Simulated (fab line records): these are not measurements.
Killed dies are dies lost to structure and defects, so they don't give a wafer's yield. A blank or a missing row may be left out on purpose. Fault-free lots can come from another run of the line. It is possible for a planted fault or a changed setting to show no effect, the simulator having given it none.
Problem report, 8D (eight disciplines) form, completed by code :: flow sky130 :: the parts of the form that need people (team, actions taken, sign-off) are left out

== 1. THE ISSUE ==
run length s at SKY_FIELD_ISO_ETCH_17 reads a mean of 112.3 s on 2 wafers of 2 lots; wafers without a fault read 126.0 s with a standard deviation of 0.39. Relative to the usual mean, that is a shift of -35 standard deviations.
The step: etches Si in HBr/Cl2/O2, target depth 342 nm, time 97.7 s.
The first sign was on wafer L119.1 at day 6 15:02, on rie si-02. Wafers with a number at this step in the record: 40, from 14 lots. The rule behind "out" and "out of limits": a value lying over 4 standard deviations away from the usual mean. All remaining wafers that have a number are taken as sound.

== 2. WHAT IT IS, WHAT IT ISN'T ==
question: which readings at this step
is: run length s
is not: drypump motor current A, oes product au, throttle valve pct

question: which lots
is: L119, L120
is not: L101, L102, L103, L104, L105, L108, L109, L110, L111, L112, L113, L999

question: which wafers of those lots
is: L119.1, L120.5
is not: L119.4, L120.4

question: read on which tools
is: rie si-02
is not: rie si-01

question: when
is: from day 6 15:02
is not: up to then (37 sound wafers); but 1 sound wafer of L120 came after

== 3. SUSPECTS, AND WHAT RULES EACH OUT ==
Counting: a tool at a process step up to the reading stays a suspect if it ran every lot that is out. Sound lots after the first of them don't rule it out here, since some wafers of a struck lot are sound.
- rie si-02 at SKY_FIELD_ISO_ETCH_17 (etches Si in HBr/Cl2/O2, target depth 342 nm, time 97.7 s): kept. It ran every lot that is out, first L119 (day 6 15:02); its last sound lot up to then is L111 (day 4 18:35). Out on those wafers are its own readings of run length s.
- Within rie si-02 at SKY_FIELD_ISO_ETCH_17: the wafers that are out ran in chambers 1, 2; their sound lot-mates ran in chambers 0, 3.
Left after counting: rie si-02 at SKY_FIELD_ISO_ETCH_17.

== 4. THE CAUSE (what the simulator had put in) ==
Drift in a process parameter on rie si-02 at SKY_FIELD_ISO_ETCH_17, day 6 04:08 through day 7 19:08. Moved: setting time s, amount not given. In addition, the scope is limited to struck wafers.
The count eliminated every tool but this one.

== 5. THE CHAIN OF EFFECTS, in route order ==
Rows list readings where the struck wafers' mean (over those with a number) sits beyond 3 standard deviations from the usual. Only readings for which the record gives a usual standard deviation are gone through. hours: the time from each lot's start at the first step in this table that gives one to its start at this step, as a median over the lots. sigmas: the change in usual standard deviations.
hours: 0
step: SKY_FIELD_ISO_ETCH_17
reading: run length s
usual: 126.0 s
on struck wafers: 112.3
change: -13.7
sigmas: -35
Its process steps:
- SKY_FIELD_ISO_ETCH_17: etches Si in HBr/Cl2/O2, target depth 342 nm, time 97.7 s.
Later steps that measure or inspect, where all struck wafers having a row at the step show a number for every such reading and not one has moved that far: SKY_FIELD_ISO_THK_MEAS_23, SKY_LDD_P_CD_MEAS_07.

== 6. WHAT WOULD HAVE CAUGHT IT SOONER ==
The fault began at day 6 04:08; the first out-of-limits reading in this record came at day 6 15:02, 11 hours later.
